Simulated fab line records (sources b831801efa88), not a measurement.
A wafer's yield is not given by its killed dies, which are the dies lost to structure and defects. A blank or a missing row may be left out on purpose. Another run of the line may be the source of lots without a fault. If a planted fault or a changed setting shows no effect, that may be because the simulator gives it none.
The tool behind it: which one? :: flow gf180mcu :: Sampling: 14 lots, 41 wafers, 2 of 602 route steps

## WHAT THE GAUGES READ, wafer by wafer
GF_V3_OVL_MEAS_15. Usual: V3_OVL 3 nm, standard deviation 5.2.
lot: L247
measured: day 22 12:38
on: overlay-01
V3_OVL (nm): 3 2 3
flag: 

lot: L248
measured: day 22 17:38
on: overlay-02
V3_OVL (nm): 2 0 -2
flag: 

lot: L250
measured: day 23 17:47
on: overlay-02
V3_OVL (nm): 9 9 8
flag: 

lot: L252
measured: day 24 05:17
on: overlay-02
V3_OVL (nm): 0 -1 1
flag: 

lot: L253
measured: day 24 16:01
on: overlay-01
V3_OVL (nm): 3 7 4
flag: 

lot: L258
measured: day 26 08:29
on: overlay-01
V3_OVL (nm): -2 -1 0
flag: 

lot: L259
measured: day 26 14:58
on: overlay-01
V3_OVL (nm): -4 0 6
flag: 

lot: L260
measured: day 26 20:17
on: overlay-02
V3_OVL (nm): 6 10
flag: 

lot: L264
measured: day 28 01:29
on: overlay-01
V3_OVL (nm): 10 5 -2
flag: 

lot: L265
measured: day 28 07:53
on: overlay-02
V3_OVL (nm): 5 0 -4
flag: 

lot: L267
measured: day 28 19:38
on: overlay-02
V3_OVL (nm): -1 -7 8
flag: 

lot: L268
measured: day 29 04:17
on: overlay-01
V3_OVL (nm): -3 -1 -1
flag: 

lot: L269
measured: day 29 09:10
on: overlay-02
V3_OVL (nm): 6 3 5
flag: 

lot: L270
measured: day 29 18:37
on: overlay-02
V3_OVL (nm): -3 -3 -4
flag: 

## WHAT TOOL EACH LOT RAN ON (gives the tool, then ch and the chambers of the sampled wafers, and finally the start)
lot: L247
GF_V3_CMP_04: cmp-01 ch 0,2,3, day 21 11:50

lot: L248
GF_V3_CMP_04: cmp-01 ch 0,2,3, day 21 17:17

lot: L250
GF_V3_CMP_04: cmp-01 ch 0,3, day 22 18:21

lot: L252
GF_V3_CMP_04: cmp-01 ch 1,2,3, day 23 05:40

lot: L253
GF_V3_CMP_04: cmp-02 ch 0,1,2, day 23 17:16

lot: L258
GF_V3_CMP_04: cmp-01 ch 1,2,3, day 25 11:07

lot: L259
GF_V3_CMP_04: cmp-02 ch 0,2, day 25 16:58

lot: L260
GF_V3_CMP_04: cmp-01 ch 0,3, day 25 22:36

lot: L264
GF_V3_CMP_04: cmp-02 ch 0,1,2, day 27 05:44

lot: L265
GF_V3_CMP_04: cmp-01 ch 0,2,3, day 27 11:59

lot: L267
GF_V3_CMP_04: cmp-02 ch 2,3, day 28 00:13

lot: L268
GF_V3_CMP_04: cmp-01 ch 0,1,2, day 28 08:48

lot: L269
GF_V3_CMP_04: cmp-01 ch 0,1,3, day 28 13:38

lot: L270
GF_V3_CMP_04: cmp-01 ch 0,1,2, day 28 23:17
- GF_V3_CMP_04: polishes SiO2.

## AS READ BY THE TOOLS THEMSELVES (means over the sampled wafers that have a number; for cases with no such wafer, the mark the record gives instead)
GF_V3_CMP_04. Usual: motorCurrentA 12.4 A, standard deviation 1.1; timeToEndpointS 78 s, standard deviation 8.3.
lot: L247
tool: cmp-01
motorCurrentA (A): 12.8
timeToEndpointS (s): 73
flag: 

lot: L248
tool: cmp-01
motorCurrentA (A): 12.6
timeToEndpointS (s): 71
flag: 

lot: L250
tool: cmp-01
motorCurrentA (A): 11.9
timeToEndpointS (s): 80
flag: 

lot: L252
tool: cmp-01
motorCurrentA (A): 13.3
timeToEndpointS (s): 70
flag: 

lot: L253
tool: cmp-02
motorCurrentA (A): 12.7
timeToEndpointS (s): 91
flag: 

lot: L258
tool: cmp-01
motorCurrentA (A): 12.8
timeToEndpointS (s): 79
flag: 

lot: L259
tool: cmp-02
motorCurrentA (A): 11.1
timeToEndpointS (s): 73
flag: 

lot: L260
tool: cmp-01
motorCurrentA (A): 12.1
timeToEndpointS (s): 71
flag: 

lot: L264
tool: cmp-02
motorCurrentA (A): 12.2
timeToEndpointS (s): 75
flag: 

lot: L265
tool: cmp-01
motorCurrentA (A): 12.6
timeToEndpointS (s): 75
flag: 

lot: L267
tool: cmp-02
motorCurrentA (A): 11.2
timeToEndpointS (s): 78
flag: 

lot: L268
tool: cmp-01
motorCurrentA (A): 12.5
timeToEndpointS (s): 67
flag: 

lot: L269
tool: cmp-01
motorCurrentA (A): 11.9
timeToEndpointS (s): 81
flag: 

lot: L270
tool: cmp-01
motorCurrentA (A): 12.4
timeToEndpointS (s): 78
flag: 

## THE ANSWER, worked out from the rows above alone
Rule: a lot is off if the mean of its wafers that have a number lies more than 3 standard deviations from the usual mean. A lot without any number at a reading at which 4 lots or more have one is off too. The other lots that the step has rows for count as sound. Order of review: gauges by route order, followed by the tools' own readings, for which a lot's mean as printed above is used. At the first step where some lot is off, the reading lying furthest off is the one used; lots without a number count as furthest.
Nothing can be told from this: no lot is off at any reading shown.

## WHAT WAS PUT IN BY THE SIMULATOR
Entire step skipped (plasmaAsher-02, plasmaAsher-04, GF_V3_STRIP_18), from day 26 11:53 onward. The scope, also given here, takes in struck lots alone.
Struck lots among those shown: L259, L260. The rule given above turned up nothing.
